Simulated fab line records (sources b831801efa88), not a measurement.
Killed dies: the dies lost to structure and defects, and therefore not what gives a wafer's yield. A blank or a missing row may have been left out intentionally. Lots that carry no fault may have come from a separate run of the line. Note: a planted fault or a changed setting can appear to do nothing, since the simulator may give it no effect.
Matching of chambers | flow gf180mcu | 3 sister chambers for GF_V1_CVD_02 on pecvd-04
The step deposits SiO2 from TEOS, target thk 850 nm, time 94.851 s. 3 wafers are shown with their chamber, then 12 later ones without.

== EACH WAFER AND ITS CHAMBER ==
wafer  | chamber | heaterPowerW (W)
L087.1 | 1       | 719
L088.3 | 0       | 726
L088.4 | 2       | 577

== WAFERS MISSING THEIR CHAMBER ==
wafer  | heaterPowerW (W)
L091.1 | 634
L091.2 | 659
L091.3 | 559
L093.2 | 754
L093.3 | 600
L093.6 | 502
L094.3 | 719
L094.4 | 680
L094.6 | 498
L097.2 | 693
L097.4 | 710
L097.6 | 601

== EACH ONE'S CHAMBER ==
wafer  | from the rows above          | in truth
L091.1 | can't be placed: 2 or 1 or 0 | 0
L091.2 | can't be placed: 1 or 0 or 2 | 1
L091.3 | 2                            | 2
L093.2 | can't be placed: 0 or 1      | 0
L093.3 | 2                            | 2
L093.6 | 2                            | 2
L094.3 | can't be placed: 1 or 0      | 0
L094.4 | can't be placed: 1 or 0 or 2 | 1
L094.6 | 2                            | 2
L097.2 | can't be placed: 1 or 0      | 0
L097.4 | can't be placed: 1 or 0      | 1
L097.6 | 2                            | 2
Correct placement for 5 of the 12. Unplaceable from these rows: 7, with the true chamber sitting among the candidates in 7. Placed wrongly: 0.
How it was worked out, from the rows above alone: a wafer's distance from a chamber is the root of the sum, over the readings, of the square of ((its reading less the chamber's mean) divided by the reading's scatter). If the next closest chamber is less than 2 further off than the closest, the wafer can't be placed; otherwise it belongs to the closest. Each chamber's mean is taken over the wafers shown for it. The scatter: with one shown wafer a chamber, the root of the mean of the squares of how far each hidden wafer lies from its nearest shown one.
